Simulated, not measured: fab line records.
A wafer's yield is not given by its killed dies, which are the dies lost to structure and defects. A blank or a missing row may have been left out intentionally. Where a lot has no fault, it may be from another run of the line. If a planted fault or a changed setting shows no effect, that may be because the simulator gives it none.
Matching of chambers :: flow gf180mcu :: GF_V2_CVD_00 on hdpcvd-02: 3 sister chambers
The step deposits SiO2, target thk 600 nm, time 100 s. 6 wafers are shown with their chamber, then 7 later ones without.

## WAFERS WITH THEIR CHAMBER
wafer: L414.2
chamber: 2
pressureMtorr (mTorr): 6.006

wafer: L417.1
chamber: 1
pressureMtorr (mTorr): 5.993

wafer: L417.2
chamber: 2
pressureMtorr (mTorr): 5.988

wafer: L417.3
chamber: 0
pressureMtorr (mTorr): 6.019

wafer: L419.1
chamber: 1
pressureMtorr (mTorr): 6.024

wafer: L419.3
chamber: 0
pressureMtorr (mTorr): 5.993

## WAFERS MISSING THEIR CHAMBER
wafer: L419.4
pressureMtorr (mTorr): 6.016

wafer: L421.1
pressureMtorr (mTorr): 5.991

wafer: L421.2
pressureMtorr (mTorr): 5.994

wafer: L421.3
pressureMtorr (mTorr): 6.011

wafer: L434.3
pressureMtorr (mTorr): 6.003

wafer: L434.4
pressureMtorr (mTorr): 6.005

wafer: L434.5
pressureMtorr (mTorr): 5.994

## THE CHAMBER EACH PASSED THROUGH
wafer: L419.4
from the rows above: can't be placed: 1 or 0 or 2
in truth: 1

wafer: L421.1
from the rows above: can't be placed: 2 or 0 or 1
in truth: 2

wafer: L421.2
from the rows above: can't be placed: 2 or 0 or 1
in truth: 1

wafer: L421.3
from the rows above: can't be placed: 1 or 0 or 2
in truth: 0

wafer: L434.3
from the rows above: can't be placed: 0 or 1 or 2
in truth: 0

wafer: L434.4
from the rows above: can't be placed: 0 or 1 or 2
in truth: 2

wafer: L434.5
from the rows above: can't be placed: 2 or 0 or 1
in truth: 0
Correctly placed: 0 of 7. These rows do not allow placing 7 (true chamber among the candidates in 7). Number placed wrongly: 0.
How it was worked out, from the rows above alone: a wafer's distance from a chamber is the root of the sum, over the readings, of the square of ((its reading less the chamber's mean) divided by the reading's scatter). The wafer belongs to the nearest chamber; if the next one is less than 2 further off, it can't be placed. Each chamber's mean is taken over the wafers shown for it. The scatter: the root of (the sum of the squares of (reading less its chamber's mean) over the shown wafers, divided by (wafers less chambers)).
